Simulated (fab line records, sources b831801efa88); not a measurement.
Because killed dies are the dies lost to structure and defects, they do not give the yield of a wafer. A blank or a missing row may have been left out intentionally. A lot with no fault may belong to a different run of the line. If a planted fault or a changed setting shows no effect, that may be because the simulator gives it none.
A lot that was struck, set against a sound lot | flow sky130 | 15 steps out of a route of 708
Sound: these wafers, L668.1, L668.4, L668.5. Wafers struck: L680.1, L680.4, L680.6. Last of all comes the cause.
For every step that has rows: the tool of each side, followed by ch and its chambers, followed by its first start. Under that, the readings that differ: sound wafers | struck wafers | difference of the means | sigmas: that difference in standard deviations of wafers without a fault.
alike: words and numbers the same on both sides, and readings whose means are apart by under 2 such deviations; not compared: readings that were withheld, readings missing a value for some wafer, numbers with overlapping values and no deviation given by the record, and bounds like >300 which may hide the same value.
The two part at a step that has a row with sigmas, a row that says differs or no value, or rows on one side only. Non-overlapping numbers with no deviation appear without sigmas and do not part them. A reading missing from all wafers of one side parts the sides only when that side holds two or more wafers.

first, 7 steps without rows for these wafers: SKY_LDD_N_DEHYDRATE_00 (time 60 s); SKY_LDD_N_HMDS_01 (prime time 60 s); SKY_LDD_N_COAT_02 (resist thk 300 nm); SKY_LDD_N_SOFTBAKE_03 (time 60 s); SKY_LDD_N_EXPOSE_04 (exposes mask NTM, target cd 840 nm); SKY_LDD_N_PEB_05; SKY_LDD_N_DEVELOP_06 (develop time 60 s).
SKY_LDD_N_OVL_MEAS_07:
  struck on overlay-01, day 23 00:23; sound on overlay-02, day 18 07:35
  alike: LDD_N_OVL
then, 4 steps without rows for these wafers: SKY_LDD_N_IMPLANT_08; SKY_LDD_N_IMPLANT_09; SKY_LDD_N_IMPLANT_10; SKY_LDD_N_IMPLANT_11.
SKY_LDD_N_IMPLANT_12:
  sound on implanter-01 ch 0, day 18 08:14; struck on implanter-01 ch 0, day 23 01:02
reading                  | sound                | struck               | difference | sigmas
beamEnergyKeV            | 50.023 49.988 49.989 | 37.566 37.595 37.591 | -12.416    | -99 or more
model.implant.rpNm (nm)  | 32.84 32.84 32.84    | 24.64 24.64 24.64    | -8.20      | 
model.implant.drpNm (nm) | 18.83 18.83 18.83    | 15.38 15.38 15.38    | -3.45      | 
after that, 1 step had no rows for these wafers: SKY_LDD_N_IMPLANT_13.
-- here the record skips 26 days between the struck wafers' starts before and after, leaving off in module LDD_N and picking up in module PAD_OPEN (first step shown: number 708 of the route) --
SKY_PAD_OPEN_PROBE_99:
  struck on prober-01, day 49 05:24; sound on prober-01, day 46 02:49
reading                              | sound                | struck               | difference | sigmas
killedAtFrontEnd                     | 7 11 20              | 19 15 32             | +9         | +2
model.etest.nfet_01v8_lvt.vtSatV (V) | 0.5442 0.5397 0.5324 | 0.5239 0.5148 0.5241 | -0.0178    | 
model.etest.nfet_01v8.vtSatV (V)     | 0.6506 0.6498 0.6418 | 0.6388 0.6287 0.6393 | -0.0118    | 
  alike: killed_at_M0_to_M3, killed_at_M4_up, killedAtContacts, killedAtOther, killedDies, killedOpen, killedShort

== WHERE THEY PART ==
Earliest at SKY_LDD_N_IMPLANT_12; latest, in this record, at SKY_PAD_OPEN_PROBE_99.

WHY: whatever the simulator had introduced
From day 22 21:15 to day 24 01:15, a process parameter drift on implanter-01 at SKY_LDD_N_IMPLANT_12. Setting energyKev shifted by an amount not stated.
